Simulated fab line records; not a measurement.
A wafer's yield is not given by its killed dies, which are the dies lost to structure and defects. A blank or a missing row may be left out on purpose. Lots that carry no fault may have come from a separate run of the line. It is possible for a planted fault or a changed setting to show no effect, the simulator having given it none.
fab line records -- flow sky130
[record] lots = 7, wafers = 21, lastDay = 50
route steps=708 shown CAP2M@620 METAL4@621 PAD_OPEN@708
lots with no fault: from the same line, run without faults
startH: the number of hours between the record's first day and the start of the first shown wafer of the lot -- waitH: hours since the lot's step before -- " repeats the value in the row above -- L1.1+2: a row that stands for several wafers -- - no value, or no start was given -- * or withheld: withheld -- < > ~ a bound
route shown NAME@n: names a module that has steps shown in the file, with the first one's number in the route -- usual: the fault-free wafers' mean and standard deviation -- same: alike in all rows -- chamber/n: place in a boat -- sites: the reading at each site -- _std_site: how widely they spread, as a standard deviation -- _edge_site: inner sites' mean taken away from outer sites' mean -- radiusMm: how far each site lies from the wafer's centre -- mask NAME#n: copy n -- behind: the last tool/chamber to shape the wafer -- hold: what put the lot on hold/how long, in hours/how the hold closed -- device: the n, p or np transistor that did not switch -- end of line: the tests these same wafers got at the end of their route -- a step given without rows: its recipe and nothing more -- killed: dies that structure and defects cost at the first sort, which is not the same as the wafer's yield -- map: a wafer's dies, x killed, . not, _ none there
set.NAME: setting as actually run; set.NAME@STEP: the setting as run at that earlier step -- model.NAME: the simulator's own value behind a step, which no gauge read
lots at some steps of the route; a table a step, a row a wafer
services: the hour from which a tool's chamber was out of use, counted from the record's first day as startH (under 0 if before that day), plus the number of hours and why
[[steps]]
[step SKY_CAP2M_CLEAN_17]
[recipe] chemistry = O3/DIW, dry = n2Spin
[step SKY_METAL4_DEHYDRATE_05]
[recipe] tempC = 200, timeS = 60
[step SKY_METAL4_HMDS_06]
[recipe] primeTimeS = 60, primeTempC = 120
[step SKY_METAL4_COAT_07]
[recipe] resist = BARC, tempC = withheld, timeS = withheld, spinRpm = 3000, resistThkNm = 60
[step SKY_METAL4_COAT_08]
[recipe] resist = KrF-thick, spinRpm = 3000, resistThkNm = 1140
[step SKY_METAL4_SOFTBAKE_09]
[recipe] tempC = 100, timeS = 90, resist = KrF-thick
[step SKY_METAL4_EXPOSE_10]
[recipe] maskId = MM4, na = 0.68, sourceShape = annular, sigmaInner = 0.4, sigmaOuter = 0.8, targetCdNm = 300, doseMj = 28
[step SKY_METAL4_PEB_11]
[recipe] pebTempC = withheld, pebTimeS = withheld, resist = KrF-thick
[step SKY_METAL4_DEVELOP_12]
[recipe] developTimeS = 60, resist = KrF-thick, devTempC = 21
[step SKY_METAL4_CD_MEAS_13]
[recipe] targetCdNm = 300
[usual] cdNm = 299.6/1.4
lot.wafer,tool,chamber,startH,waitH,cdNm
L971.1,cdSem-01,-,1014.13,-,299.1
L971.4,cdSem-01,-,1014.13,-,300.3
L971.5,cdSem-01,-,1014.13,-,300.2
L977.2,cdSem-01,-,1037.70,-,299.9
L977.4,cdSem-01,-,1037.70,-,299.4
L977.5,cdSem-01,-,1037.70,-,298.1
L980.2,cdSem-01,-,1058.20,-,298.9
L980.3,cdSem-01,-,1058.20,-,296.9
L980.5,cdSem-01,-,1058.20,-,296.8
L981.1,cdSem-01,-,1063.64,-,297.8
L981.3,cdSem-01,-,1063.64,-,295.5
L981.4,cdSem-01,-,1063.64,-,295.9
L983.3,cdSem-01,-,1073.18,-,300.9
L983.5,cdSem-01,-,1073.18,-,299.2
L983.6,cdSem-01,-,1073.18,-,299.8
L985.1,cdSem-01,-,1089.49,-,302.2
L985.4,cdSem-01,-,1089.49,-,300.6
L985.6,cdSem-01,-,1089.49,-,302.0
L992.1,cdSem-01,-,1125.20,-,299.4
L992.2,cdSem-01,-,1125.20,-,299.0
L992.4,cdSem-01,-,1125.20,-,300.5
[step SKY_METAL4_OVL_MEAS_14]
[usual] METAL4_OVL = 3/6.3
lot.wafer,tool,chamber,startH,waitH,METAL4_OVL[nm]
L971.1,overlay-02,-,1014.25,0.1,7
L971.4,overlay-02,-,1014.25,0.1,9
L971.5,overlay-02,-,1014.25,0.1,11
L977.2,overlay-02,-,1037.80,0.1,14
L977.4,overlay-02,-,1037.80,0.1,7
L977.5,overlay-02,-,1037.80,0.1,11
L980.2,overlay-02,-,1058.30,0.1,-2
L980.3,overlay-02,-,1058.30,0.1,-2
L980.5,overlay-02,-,1058.30,0.1,-5
L981.1,overlay-02,-,1063.76,0.1,3
L981.3,overlay-02,-,1063.76,0.1,7
L981.4,overlay-02,-,1063.76,0.1,16
L983.3,overlay-01,-,1073.28,0.1,-1
L983.5,overlay-01,-,1073.28,0.1,3
L983.6,overlay-01,-,1073.28,0.1,3
L985.1,overlay-01,-,1089.61,0.1,2
L985.4,overlay-01,-,1089.61,0.1,5
L985.6,overlay-01,-,1089.61,0.1,-3
L992.1,overlay-02,-,1125.33,0.1,0
L992.2,overlay-02,-,1125.33,0.1,5
L992.4,overlay-02,-,1125.33,0.1,5
[step SKY_METAL4_DESCUM_15]
[recipe] chemistry = O2, sourcePowerW = 150, biasPowerW = 0, pressureMtorr = 10, tempC = 40, timeS = 8
[usual] chamberPressureMTorr = 10.002/0.0088, drypumpMotorCurrentA = 5.9/0.56, oesProductAu = 1.007/0.0099
lot.wafer,tool,chamber,startH,waitH,chamberPressureMTorr,drypumpMotorCurrentA,oesProductAu,rfHoursCounterH
L971.1,rieMetal-04,0,1014.28,0.0,9.995,6.5,0.990,3
L971.4,rieMetal-04,1,1014.28,0.0,9.992,6.0,0.994,-
L971.5,rieMetal-04,0,1014.28,0.0,9.995,6.5,1.001,-
L977.2,rieMetal-04,0,1037.83,0.0,9.986,6.5,0.996,4
L977.4,rieMetal-04,1,1037.83,0.0,10.001,6.0,1.004,-
L977.5,rieMetal-04,0,1037.83,0.0,10.002,6.5,1.002,-
L980.2,rieMetal-04,1,1058.33,0.0,10.005,6.0,1.003,19
L980.3,rieMetal-04,1,1058.33,0.0,9.997,6.0,1.009,-
L980.5,rieMetal-04,1,1058.33,0.0,10.012,6.0,1.014,-
L981.1,rieMetal-04,1,1063.80,0.0,10.002,6.0,1.010,19
L981.3,rieMetal-04,0,1063.80,0.0,9.990,6.5,1.016,-
L981.4,rieMetal-04,1,1063.80,0.0,10.010,6.1,1.008,-
L983.3,rieMetal-04,1,1073.31,0.0,10.012,6.0,1.007,-
L983.5,rieMetal-04,1,1073.31,0.0,10.007,6.0,1.007,-
L983.6,rieMetal-04,0,1073.31,0.0,10.015,6.5,1.004,-
L985.1,rieMetal-02,0,1089.65,0.0,10.009,5.2,0.991,18
L985.4,rieMetal-02,0,1089.65,0.0,9.992,5.1,0.996,-
L985.6,rieMetal-02,1,1089.65,0.0,9.990,5.8,1.006,-
L992.1,rieMetal-03,1,1125.37,0.0,9.988,5.4,1.022,20
L992.2,rieMetal-03,0,1125.37,0.0,10.008,4.9,1.001,14
L992.4,rieMetal-03,1,1125.37,0.0,10.004,5.4,1.017,-
[step SKY_METAL4_ETCH_16]
[recipe] chemistry = N2/H2, target = BARC, ionEnergyEv = 200, biasW = 100, pressureMtorr = 30, n2FlowSccm = 100, h2FlowSccm = 200, icpW = 500, stopOn = SiO2, timeS = 88.2, targetDepthA = 600
[usual] chamberPressureMTorr = 29.996/0.029, drypumpMotorCurrentA = 5.9/0.56, oesProductAu = 0.625/0.0046, runLengthS = 116.7/0.67, throttleValvePct = 13.205/0.0089
lot.wafer,tool,chamber,startH,waitH,chamberPressureMTorr,drypumpMotorCurrentA,oesProductAu,rfHoursCounterH,runLengthS,throttleValvePct,model.KrF-thick_of_METAL4_COAT_08.thkNm,model.METAL4.cdNm
L971.1,rieMetal-04,0,1014.32,0.0,29.979,6.5,0.621,3,116.4,13.193,1072,299.5
L971.4,rieMetal-04,1,1014.32,0.0,29.926,6.1,0.618,-,116.3,13.206,1072,299.9
L971.5,rieMetal-04,0,1014.32,0.0,30.043,6.5,0.617,-,116.4,13.211,1074,300.8
L977.2,rieMetal-04,0,1037.87,0.0,30.014,6.5,0.622,4,116.6,13.215,1077,302.2
L977.4,rieMetal-04,1,1037.87,0.0,30.024,6.0,0.629,-,116.6,13.187,1075,300.8
L977.5,rieMetal-04,0,1037.87,0.0,29.999,6.6,0.629,-,116.4,13.204,1076,299.7
L980.2,rieMetal-04,1,1058.37,0.0,29.979,6.1,0.955,19,81.2,13.232,1100,307.3
L980.3,rieMetal-04,1,1058.37,0.0,30.009,6.1,0.957,-,81.4,13.219,1100,305
L980.5,rieMetal-04,1,1058.37,0.0,29.954,6.0,0.955,-,81.7,13.228,1099,304.1
L981.1,rieMetal-04,1,1063.83,0.0,30.041,6.0,0.956,19,81.2,13.254,1092,305.4
L981.3,rieMetal-04,0,1063.83,0.0,29.958,6.6,0.960,-,81.7,13.249,1094,303.1
L981.4,rieMetal-04,1,1063.83,0.0,30.075,6.0,0.956,-,81.5,13.229,1089,303.7
L983.3,rieMetal-04,1,1073.36,0.0,29.979,6.0,0.959,-,81.5,13.224,1096,309.2
L983.5,rieMetal-04,1,1073.36,0.0,30.011,6.0,0.957,-,81.5,13.233,1095,306.2
L983.6,rieMetal-04,0,1073.36,0.0,30.032,6.5,0.956,-,81.9,13.262,1092,305.7
L985.1,rieMetal-02,0,1089.68,0.0,30.032,5.2,0.625,18,116.1,13.218,1077,303.2
L985.4,rieMetal-02,0,1089.68,0.0,29.976,5.2,0.628,-,116.2,13.184,1079,301.9
L985.6,rieMetal-02,1,1089.68,0.0,29.982,5.8,0.616,-,116.7,13.204,1075,301.4
L992.1,rieMetal-03,1,1125.40,0.0,30.011,5.4,0.623,20,116.3,13.202,1070,298.2
L992.2,rieMetal-03,0,1125.40,0.0,30.053,4.9,0.621,14,116.7,13.214,1076,300
L992.4,rieMetal-03,1,1125.40,0.0,29.993,5.4,0.629,-,116.2,13.204,1069,300.3
[step SKY_METAL4_ETCH_17]
[recipe] target = SiO2, stopOn = TiN, chemistry = C4F8/O2/Ar, sourceW = 1500, biasW = 1200, pressureMtorr = 40, c4f8FlowSccm = withheld, O2_flow_sccm = 6, Ar_flow_sccm = 300, timeS = 3.9, targetDepthA = 150
[usual] chamberPressureMTorr = 40.00/0.04, oesProductAu = 0.751/0.0069
lot.wafer,tool,chamber,startH,waitH,chamberPressureMTorr,oesProductAu
L971.1,rieDiel-02,1,1014.41,0.1,40.01,0.738
L971.4,rieDiel-02,3,1014.41,0.1,39.92,0.756
L971.5,rieDiel-02,2,1014.41,0.1,39.98,0.752
L977.2,rieDiel-02,1,1037.96,0.1,40.08,0.750
L977.4,rieDiel-02,0,1037.96,0.1,39.96,0.755
L977.5,rieDiel-02,2,1037.96,0.1,40.06,0.754
L980.2,rieDiel-04,0,1058.46,0.1,40.00,0.742
L980.3,rieDiel-04,1,1058.46,0.1,39.94,0.740
L980.5,rieDiel-04,0,1058.46,0.1,39.99,0.766
L981.1,rieDiel-03,1,1063.93,0.1,39.90,0.746
L981.3,rieDiel-03,3,1063.93,0.1,40.04,0.763
L981.4,rieDiel-03,1,1063.93,0.1,40.00,0.753
L983.3,rieDiel-03,1,1073.44,0.1,40.02,0.740
L983.5,rieDiel-03,1,1073.44,0.1,39.98,0.750
L983.6,rieDiel-03,3,1073.44,0.1,40.02,0.755
L985.1,rieDiel-02,0,1089.78,0.1,40.06,0.750
L985.4,rieDiel-02,2,1089.78,0.1,39.94,0.763
L985.6,rieDiel-02,3,1089.78,0.1,39.97,0.750
L992.1,rieDiel-02,3,1125.50,0.1,39.96,0.748
L992.2,rieDiel-02,2,1125.50,0.1,39.93,0.742
L992.4,rieDiel-02,1,1125.50,0.1,39.98,0.747
[step SKY_METAL4_METAL_ETCH_18]
[recipe] targetDepthA = 8450, stopOn = SiO2, overEtchFrac = 0.3, timeS = 183.1, chemistry = Cl2/BCl3, resistSidewallDeg = 88, pressureMtorr = 10, icpW = 900, biasW = 48.5, Cl2_flow_sccm = 60, bcl3FlowSccm = 30
[usual] chamberPressureMTorr = 10.000/0.0087, drypumpMotorCurrentA = 5.5/0.44, oesProductAu = 0.866/0.0059, runLengthS = 211.6/0.96, throttleValvePct = 22.265/0.0094
lot.wafer,tool,chamber,startH,waitH,chamberPressureMTorr,drypumpMotorCurrentA,oesProductAu,rfHoursCounterH,runLengthS,throttleValvePct,model.KrF-thick_of_METAL4_COAT_08.thkNm,model.METAL4.cdNm
L971.1,rieMetal-02,0,1014.43,0.0,10.000,5.1,0.875,13,210.9,22.246,529.1,298
L971.4,rieMetal-02,0,1014.43,0.0,9.994,5.1,0.874,-,210.7,22.271,523.9,299.5
L971.5,rieMetal-02,0,1014.43,0.0,9.998,5.1,0.872,-,210.7,22.279,530.2,299.6
L977.2,rieMetal-02,1,1037.98,0.0,10.002,5.8,0.851,8,211.2,22.245,540.8,308.8
L977.4,rieMetal-02,0,1037.98,0.0,9.998,5.1,0.875,-,211.0,22.262,536.4,305.5
L977.5,rieMetal-02,1,1037.98,0.0,10.007,5.8,0.865,-,211.6,22.264,533.2,303.7
L980.2,rieMetal-03,0,1058.48,0.0,9.995,4.9,0.872,9,214.5,22.258,542.5,309
L980.3,rieMetal-03,1,1058.48,0.0,9.998,5.4,0.866,-,214.7,22.286,527.5,302.4
L980.5,rieMetal-03,1,1058.48,0.0,10.016,5.4,0.862,-,214.4,22.275,525.3,299.2
L981.1,rieMetal-02,1,1063.96,0.0,10.003,5.8,0.866,10,211.2,22.269,535.2,310.2
L981.3,rieMetal-02,1,1063.96,0.0,9.996,5.8,0.874,-,211.6,22.264,537.8,311
L981.4,rieMetal-02,0,1063.96,0.0,10.009,5.1,0.868,-,211.1,22.245,541.8,307.5
L983.3,rieMetal-03,1,1073.54,0.1,10.007,5.4,0.859,-,214.8,22.261,518.9,305.8
L983.5,rieMetal-03,0,1073.54,0.1,9.995,4.9,0.851,-,214.5,22.267,533.4,304.2
L983.6,rieMetal-03,1,1073.54,0.1,9.998,5.4,0.868,-,214.1,22.267,512.6,298.3
L985.1,rieMetal-04,1,1089.80,0.0,10.013,6.0,0.859,21,211.1,22.275,526.9,304.4
L985.4,rieMetal-04,0,1089.80,0.0,10.012,6.5,0.856,-,211.7,22.264,527,306
L985.6,rieMetal-04,1,1089.80,0.0,10.004,6.1,0.865,-,211.2,22.265,521.6,300.8
L992.1,rieMetal-02,0,1125.52,0.0,9.996,5.2,0.861,20,211.3,22.265,523.9,296
L992.2,rieMetal-02,1,1125.52,0.0,9.992,5.8,0.872,15,211.7,22.263,527.7,302.5
L992.4,rieMetal-02,0,1125.52,0.0,10.003,5.1,0.865,-,210.8,22.271,524.6,300.8
[step SKY_METAL4_STRIP_19]
[recipe] chemistry = O2/N2, powerW = 1400, pressureMtorr = 1500, platenTempC = withheld, o2FlowSccm = 3000, n2FlowSccm = 300, overashFraction = 0.5
[usual] chamberPressureMTorr = 1499.8/1.5, drypumpMotorCurrentA = 5.4/0.4, oesProductAu = 0.500/0.0061, stripTimeToEndpointS = 6.48/0.099
lot.wafer,tool,chamber,startH,waitH,chamberPressureMTorr,drypumpMotorCurrentA,oesProductAu,rfHoursCounterH,stripTimeToEndpointS
L971.1,plasmaAsher-04,1,1014.61,0.1,1497.3,4.9,0.509,91,6.54
L971.4,plasmaAsher-04,0,1014.61,0.1,1499.8,5.5,0.496,-,6.51
L971.5,plasmaAsher-04,0,1014.61,0.1,1498.6,5.5,0.499,-,6.57
L977.2,plasmaAsher-01,1,1038.16,0.1,1501.5,5.3,0.508,27,6.68
L977.4,plasmaAsher-01,0,1038.16,0.1,1499.5,5.5,0.501,-,6.63
L977.5,plasmaAsher-01,0,1038.16,0.1,1498.7,5.4,0.508,-,6.60
L980.2,plasmaAsher-01,0,1058.72,0.2,1501.1,5.4,0.499,29,6.69
L980.3,plasmaAsher-01,1,1058.72,0.2,1501.8,5.3,0.497,-,6.53
L980.5,plasmaAsher-01,1,1058.72,0.2,1501.7,5.3,0.507,-,6.50
L981.1,plasmaAsher-04,0,1064.14,0.1,1503.8,5.5,0.505,96,6.60
L981.3,plasmaAsher-04,1,1064.14,0.1,1501.5,4.9,0.502,-,6.63
L981.4,plasmaAsher-04,0,1064.14,0.1,1500.2,5.5,0.507,-,6.68
L983.3,plasmaAsher-04,0,1073.73,0.1,1503.0,5.6,0.500,-,6.46
L983.5,plasmaAsher-04,1,1073.73,0.1,1499.5,4.9,0.508,-,6.61
L983.6,plasmaAsher-04,0,1073.73,0.1,1501.1,5.5,0.494,-,6.40
L985.1,plasmaAsher-03,0,1089.98,0.1,1501.5,5.2,0.505,2,6.53
L985.4,plasmaAsher-03,1,1089.98,0.1,1499.1,6.2,0.506,-,6.54
L985.6,plasmaAsher-03,1,1089.98,0.1,1498.0,6.2,0.504,-,6.49
L992.1,plasmaAsher-01,1,1125.69,0.1,1499.3,5.3,0.503,36,6.51
L992.2,plasmaAsher-01,0,1125.69,0.1,1498.4,5.4,0.505,36,6.55
L992.4,plasmaAsher-01,1,1125.69,0.1,1499.7,5.3,0.505,-,6.52
[step SKY_PAD_OPEN_PROBE_99]
[usual] defectLimitedYield = 82.5/2.1, killed_at_M0_to_M3 = 44/7.3, killed_at_M4_up = 3.4/1.8, killedAtContacts = 24/5.8, killedAtFrontEnd = 15/4.9, killedAtOther = 0.4/0.63, killedDies = 86/11, killedOpen = 47/8, killedShort = 39/6.5, sort_bin_3_pad_short = 0.9/0.38, sort_bin_5_function = 10.4/1.6, sort_bin_6_memory = 6.2/1.2, sortNPass = 406/11, sortYieldPct = 82.5/2.1
[same] grossDies = 492, killedAtBackSide = 0, sort_bin_4_leakage[%] = 0, sort_bin_8_speed[%] = 0
lot.wafer,tool,chamber,startH,waitH,defectLimitedYield[%],killed_at_M0_to_M3,killed_at_M4_up,killedAtContacts,killedAtFrontEnd,killedAtOther,killedDies,killedOpen,killedShort,sort_bin_3_pad_short[%],sort_bin_5_function[%],sort_bin_6_memory[%],sortNPass,sortYieldPct[%]
L980.3,prober-02,-,1145.31,0.2,79.3,57,4,23,18,0,102,47,55,0.6,11.0,9.1,390,79.3
L980.5,prober-02,-,1145.41,0.2,82.3,45,2,25,15,0,87,48,38,1.8,7.9,7.9,405,82.3
// killed by level:class
L980.3 METAL2:geometricParticle:short=12 CONTACT:geometricParticle:open=9 VIA1:geometricParticle:open=9 FIELD_ISO:geometricParticle:open=6 METAL1:geometricParticle:short=6 VIA2:geometricParticle:open=6 VIA3:geometricParticle:open=6 VIA1:geometricParticle:short=5
L980.5 CONTACT:geometricParticle:open=12 VIA1:geometricParticle:short=10 VIA1:geometricParticle:open=10 LI_CONTACT:geometricParticle:open=7 FIELD_ISO:geometricParticle:open=5 FIELD_ISO:geometricParticle:short=4 CONTACT:geometricParticle:short=4 VIA3:geometricParticle:short=4
[[services]]
tool,chamber,startH,hours,kind
rieMetal-02,-,994.70,0.3,repair
rieDiel-02,1,1027.32,4.2,repair
rieDiel-03,2,1028.07,7.8,repair
rieDiel-02,-,1052.68,14.6,pm
plasmaAsher-03,-,1055.25,9.0,pm
plasmaAsher-03,0,1055.25,9.0,ventCycle
plasmaAsher-03,1,1055.25,9.0,ventCycle
rieDiel-03,0,1055.55,-,clean
rieDiel-03,0,1055.55,18.9,scheduledDown
rieDiel-03,0,1055.55,18.9,ventCycle
rieDiel-04,-,1060.45,0.4,repair
rieMetal-02,-,1062.03,1.7,repair
rieDiel-03,2,1063.76,22.2,repair
plasmaAsher-03,0,1064.25,-,clean
plasmaAsher-03,1,1064.25,-,clean
rieDiel-02,-,1073.14,0.4,repair
rieDiel-03,1,1074.69,2.7,repair
rieDiel-04,3,1081.50,2.5,repair
rieMetal-02,-,1083.03,1.4,pm
rieDiel-02,-,1088.77,0.8,repair
rieMetal-03,-,1099.29,8.6,repair
rieMetal-02,0,1101.75,5.4,repair
plasmaAsher-03,-,1106.47,2.8,pm
plasmaAsher-03,-,1125.56,3.2,repair
[[key]]
[firstSign] step = SKY_METAL4_ETCH_16, reading = oesProductAu, direction = up, sigmas = 73, usual = 0.625, struck = 0.957
[effect] step = SKY_METAL4_ETCH_16, reading = runLengthS, direction = down, sigmas = 52, usual = *, struck = *
[modelEffect] step = SKY_METAL4_ETCH_16, value = KrF-thick_of_METAL4_COAT_08.thkNm, without = 1075, struck = 1095
[modelEffect] step = SKY_METAL4_METAL_ETCH_18, value = KrF-thick_of_METAL4_COAT_08.thkNm, without = 510.7, struck = 530.6
metAt SKY_METAL4_ETCH_16
struckWafers L980.2,L980.3,L980.5,L981.1,L981.3,L981.4,L983.3,L983.5,L983.6
onsetBetween 1037.87 1058.37
[fault] kind = processParameterDrift, tool = rieMetal-04, chamber = -, onsetH = 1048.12, steps = SKY_METAL4_ETCH_16, channel = timeS, offset = *, shape = step, actsIn = *, stated = *
